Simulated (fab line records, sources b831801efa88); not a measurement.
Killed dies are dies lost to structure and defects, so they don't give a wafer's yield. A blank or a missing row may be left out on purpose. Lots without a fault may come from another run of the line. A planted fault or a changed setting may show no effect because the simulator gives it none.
Problem report in the 8D (eight disciplines) form, filled by code | flow sky130 | the parts of the form that need people (team, actions taken, sign-off) are left out

1. THE PROBLEM
oes_product_au at SKY_VIA2_ETCH_14 reads a mean of 0.927 a.u. on 3 wafers of 2 lots; wafers without a fault read 0.854 a.u. with a standard deviation of 0.0047. That is +16 standard deviations from the usual mean.
The step: etches BARC in N2/H2, stops on SiO2, time 45.9 s, target depth 60 nm.
First seen on wafer L289.2, day 39 19:59, on rie_diel-04. The record holds 17 wafers of 6 lots with a number at this step. Rule for "out", or "out of limits": more than 4 standard deviations from the usual mean. The other wafers with a number count as sound.

2. WHAT IT IS AND WHAT IT IS NOT
question                    | is                           | is not
which readings at this step | oes_product_au, run_length_s | drypump_motor_current_A
which lots                  | L289, L291                   | L278, L293, L294, L301
which wafers of those lots  | L289.2, L289.6, L291.6       | L291.1, L291.3
read on which tools         | rie_diel-04                  | rie_diel-02, rie_diel-03
when                        | from day 39 19:59            | up to then (3 sound wafers); but 11 sound wafers of L291, L293, L294, L301 came after

3. SUSPECTS, AND WHAT RULES EACH OUT
Counting: a tool at a process step up to the reading stays a suspect if it ran every lot that is out. Sound lots after the first of them don't rule it out here, since some wafers of a struck lot are sound.
- cmp-01 at SKY_VIA2_CMP_02 (polishes SiO2): kept. It ran every lot that is out, first L289 (day 38 18:34); its last sound lot up to then is L278 (day 35 07:03).
- rie_diel-04 at SKY_VIA2_ETCH_14 (etches BARC in N2/H2, stops on SiO2, time 45.9 s, target depth 60 nm): kept. It ran every lot that is out, first L289 (day 39 19:59). Its own readings are out on those wafers: oes_product_au, run_length_s.
Left after counting: cmp-01 at SKY_VIA2_CMP_02, rie_diel-04 at SKY_VIA2_ETCH_14.

4. THE CAUSE (what the simulator had put in)
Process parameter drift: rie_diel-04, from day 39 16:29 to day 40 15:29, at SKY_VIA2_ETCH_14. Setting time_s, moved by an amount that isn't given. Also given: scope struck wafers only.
Counting left 2 suspects, and this tool is among them.

5. THE CHAIN OF EFFECTS, in route order
Each row: a reading whose mean over the struck wafers that have a number lies more than 3 standard deviations from the usual. Only readings for which the record gives a usual standard deviation are gone through. hours: the time from each lot's start at the first step in this table that gives one to its start at this step, as a median over the lots. sigmas: the change in usual standard deviations.
hours | step             | reading        | usual      | on struck wafers | change | sigmas
0     | SKY_VIA2_ETCH_14 | oes_product_au | 0.854 a.u. | 0.927            | +0.073 | +16
0     | SKY_VIA2_ETCH_14 | run_length_s   | 74.2 s     | 70.3             | -3.9   | -8.7
The process steps in it:
- SKY_VIA2_ETCH_14: etches BARC in N2/H2, stops on SiO2, time 45.9 s, target depth 60 nm.

6. WHAT WOULD HAVE CAUGHT IT SOONER
In this record the first reading out of limits was taken at day 39 19:59, 4 hours after the fault began at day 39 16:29.
